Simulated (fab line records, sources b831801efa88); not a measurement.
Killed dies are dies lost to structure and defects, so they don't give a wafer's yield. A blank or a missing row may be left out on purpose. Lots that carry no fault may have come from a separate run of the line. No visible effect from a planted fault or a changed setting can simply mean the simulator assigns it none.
Struck lot and sound lot, side by side ; flow sky130 ; 16 steps out of a route of 708
Sound: these wafers, L392.4, L392.5, L392.6. Struck: wafer L402.6. (L402.1, L402.2 of the same lot were not struck and are left out.) The cause comes at the end.
Order at every step that has rows: each side's tool, ch and its chambers, its first start. Under that, the readings that differ: sound wafers ; struck wafers ; difference of the means ; sigmas: that difference in standard deviations of wafers without a fault.
alike: readings whose means differ by less than 2 such deviations, and words and numbers that are the same on both sides. not compared: withheld readings, readings that some wafer has no value for, bounds like >300 that may hide the same value, and numbers for which the record gives no deviation and whose values overlap.
A row with sigmas, a row that says differs or no value, or rows on one side alone: a step with any of these is where the two part. Non-overlapping numbers with no deviation appear without sigmas and do not part them. Lack of a reading on every wafer of one side parts them only where that side has two or more wafers.

first, 7 steps without rows for these wafers: SKY_METAL3_HMDS_06 (prime time 60 s); SKY_METAL3_COAT_07 (resist thk 60 nm); SKY_METAL3_COAT_08 (resist thk 1140 nm); SKY_METAL3_SOFTBAKE_09 (time 90 s); SKY_METAL3_EXPOSE_10 (exposes mask MM3, target cd 300 nm); SKY_METAL3_PEB_11; SKY_METAL3_DEVELOP_12 (develop time 60 s).
SKY_METAL3_CD_MEAS_13 targets a cd of 300 nm.
  struck on cdSem-01, day 43 14:32; sound on cdSem-02, day 40 15:22
  alike: cdNm
SKY_METAL3_OVL_MEAS_14:
  struck on overlay-02, day 43 14:39; sound on overlay-01, day 40 15:26
  alike: METAL3_OVL
SKY_METAL3_DESCUM_15: chemistry O2, time 8 s.
  sound on rieMetal-03 ch 0,1, day 40 15:28; struck on rieMetal-02 ch 0, day 43 14:41
  alike: drypumpMotorCurrentA, oesProductAu, tempC
  not compared: rfHoursCounterH
SKY_METAL3_ETCH_16: etches BARC in N2/H2, stops on SiO2, time 88.2 s, target depth 60 nm.
  sound on rieMetal-03 ch 0,1, day 40 15:32; struck on rieMetal-02 ch 0, day 43 14:43
  alike: drypumpMotorCurrentA, oesProductAu, throttleValvePct
  not compared: rfHoursCounterH
SKY_METAL3_ETCH_17: etches SiO2 in C4F8/O2/Ar, stops on TiN, time 3.9 s, target depth 15 nm.
  sound on rieDiel-01 ch 2,3, day 40 15:35; struck on rieDiel-03 ch 3, day 43 14:49
  alike: oesProductAu
  not compared: rfHoursCounterH
SKY_METAL3_METAL_ETCH_18: etches the open film in Cl2/BCl3, stops on SiO2, target depth 845 nm, time 183.1 s.
  sound on rieMetal-04 ch 0,1, day 40 15:40; struck on rieMetal-02 ch 0, day 43 14:50
reading;sound;struck;difference;sigmas
drypumpMotorCurrentA (A);5.92 5.72 5.94;5.05;-0.81;-3
model.KrF-thick_of_METAL3_COAT_08.thkNm (nm);527.3 514.4 518.4;177.1;-342.9;
model.METAL3.cdNm (nm);298.5 296.1 299;260.7;-37.2;
model.SiO2_of_VIA2_HDPCVD_00.thkNm (nm);464.2 466.3 464.8;448.8;-16.3;
  alike: mfcCl2Sccm, oesProductAu, throttleValvePct
  not compared: rfHoursCounterH
SKY_METAL3_STRIP_19: strips in O2/N2.
  sound on plasmaAsher-03 ch 0,1, day 40 15:49; struck on plasmaAsher-02 ch 0, day 43 15:01
reading;sound;struck;difference;sigmas
oesProductAu (a.u.);0.503 0.499 0.501;0.346;-0.155;-29
stripTimeToEndpointS (s);6.54 6.42 6.44;2.91;-3.56;-54
  alike: drypumpMotorCurrentA
  not compared: rfHoursCounterH
then, 1 step without rows for these wafers: SKY_METAL3_STRIP_20 (strips in post etch residue remover, time 1200 s).
-- the record jumps here: 6 days lie between the struck wafers' starts before and after (it left off in module METAL3 and takes up again in module PAD_OPEN, whose first step shown is number 708 of the route) --
SKY_PAD_OPEN_PROBE_99:
  struck on prober-01, day 49 21:01; sound on prober-01, day 47 15:02
reading;sound;struck;difference;sigmas
hold;- - -;awaitDispo/0.2h/release;no value on the sound wafers;
model.etest.met3.widthNm (nm);299.6 297.1 300.4;257.4;-41.6;
model.etest.met3.lineOhmUm;0.1382 0.1411 0.1376;0.163;+0.024;

## WHERE THEY PART
Earliest at SKY_METAL3_METAL_ETCH_18; latest, in this record, at SKY_PAD_OPEN_PROBE_99.

WHY: the cause the simulator had injected
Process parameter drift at SKY_METAL3_METAL_ETCH_18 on rieMetal-02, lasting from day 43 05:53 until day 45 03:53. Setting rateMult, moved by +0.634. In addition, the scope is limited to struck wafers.
